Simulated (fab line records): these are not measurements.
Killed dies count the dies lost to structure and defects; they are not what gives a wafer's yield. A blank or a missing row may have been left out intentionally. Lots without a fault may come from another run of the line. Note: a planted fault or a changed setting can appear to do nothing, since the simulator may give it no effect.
Chamber matching | flow gf180mcu | GF_V3_CVD_02 on pecvd-04 has 3 sister chambers
The step deposits SiO2 from TEOS, target thk 850 nm, time 94.851 s. 3 wafers are shown with their chamber, then 9 later ones without.

== WAFERS, EACH WITH ITS CHAMBER ==
wafer  | chamber | heaterPowerW (W)
L085.4 | 0       | 835
L085.5 | 2       | 465
L085.6 | 1       | 607

== WAFERS MISSING THEIR CHAMBER ==
wafer  | heaterPowerW (W)
L086.1 | 565
L086.2 | 592
L086.5 | 584
L094.3 | 589
L094.4 | 472
L094.5 | 474
L095.2 | 487
L095.4 | 845
L095.6 | 555

== THE CHAMBER EACH PASSED THROUGH ==
wafer  | from the rows above     | in truth
L086.1 | 1                       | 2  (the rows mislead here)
L086.2 | 1                       | 1
L086.5 | 1                       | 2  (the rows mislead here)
L094.3 | 1                       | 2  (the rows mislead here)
L094.4 | 2                       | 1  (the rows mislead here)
L094.5 | 2                       | 2
L095.2 | 2                       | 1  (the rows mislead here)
L095.4 | 0                       | 0
L095.6 | can't be placed: 1 or 2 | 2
Correctly placed: 3 of 9. From these rows, 1 cannot be placed; in 1 the true chamber is one of the candidates. Wrongly placed: 5.
How it was worked out, from the rows above alone: a wafer's distance from a chamber is the root of the sum, over the readings, of the square of ((its reading less the chamber's mean) divided by the reading's scatter). The wafer belongs to the nearest chamber; if the next one is less than 2 further off, it can't be placed. A chamber's mean is the mean of its shown wafers. The scatter (one wafer shown for each chamber): square how far every hidden wafer sits from the nearest shown wafer, average those squares and take the square root.
